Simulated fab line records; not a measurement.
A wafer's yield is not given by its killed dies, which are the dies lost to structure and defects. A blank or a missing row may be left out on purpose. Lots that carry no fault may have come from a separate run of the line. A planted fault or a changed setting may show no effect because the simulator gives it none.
Which tool was responsible? | flow gf180mcu | Sampling: 6 lots, 18 wafers, 3 of 602 route steps

== WHAT THE GAUGES SHOWED, per wafer ==
GF_NWELL_OVL_MEAS_07.
lot  | measured    | on         | NWELL_OVL (nm)
L417 | day 3 12:42 | overlay-01 | 0.3 2.2 0.6
L420 | day 4 05:29 | overlay-02 | 1.7 2.3 3.0
L422 | day 4 16:48 | overlay-02 | 51.6 50.9 50.5
L425 | day 5 08:38 | overlay-02 | 51.9 52.3 55.4
L433 | day 7 03:35 | overlay-01 | 0.0 -0.2 1.8
L436 | day 7 20:08 | overlay-01 | 2.2 1.6 3.7

== TOOL THAT RAN EACH LOT (tool first, then ch and the chambers of the sampled wafers, then the start) ==
lot  | GF_STI_ETCH_13                    | GF_NWELL_EXPOSE_04
L417 | rie-diel-01 ch 0,3, day 2 06:30   | iline-stepper-01 ch 0, day 3 06:08
L420 | rie-diel-03 ch 0,2,3, day 2 22:22 | iline-stepper-02 ch 0, day 3 22:39
L422 | rie-diel-02 ch 0,1, day 3 09:05   | iline-stepper-01 ch 0, day 4 09:59
L425 | rie-diel-03 ch 2,3, day 3 23:19   | iline-stepper-01 ch 0, day 5 01:07
L433 | rie-diel-03 ch 1,2,3, day 5 17:13 | iline-stepper-02 ch 0, day 6 20:22
L436 | rie-diel-03 ch 0,2, day 6 08:30   | iline-stepper-02 ch 0, day 7 12:18
- GF_STI_ETCH_13: etches the open film in CHF3/O2, stops on Si, target depth 282.31 nm, time 112.9 s.
- GF_NWELL_EXPOSE_04: exposes mask Nwell, target cd 860 nm.

== THE ANSWER, worked out from the rows above alone ==
Rule: usual is defined by the lots themselves. Put in order of their means at a reading, lots are off if they are a third of the lots or fewer, leave a main group of 4 or more, and stand apart from it by a gap of 3 or more times the standard deviation of the main group's means; of several such gaps the widest counts. Not used: any main group whose means are identical at the precision the tables above print for the reading. Also off: a lot with no number at a reading for which 4 or more lots have one. The other lots that the step has rows for count as sound.
Off: L422, L425, at GF_NWELL_OVL_MEAS_07 (NWELL_OVL). Main group: mean 1.6 nm, sd 0.84.
A tool fits if, at a process step before that reading, it ran every lot that is off, and no sound lot after the first of them. Those tools and the gauges at GF_NWELL_OVL_MEAS_07 are tried in the same way. Undecided on this evidence; 2 tools fit (iline-stepper-01 at GF_NWELL_EXPOSE_04, overlay-02 at GF_NWELL_OVL_MEAS_07).

== WHAT THE SIMULATOR HAD INSERTED ==
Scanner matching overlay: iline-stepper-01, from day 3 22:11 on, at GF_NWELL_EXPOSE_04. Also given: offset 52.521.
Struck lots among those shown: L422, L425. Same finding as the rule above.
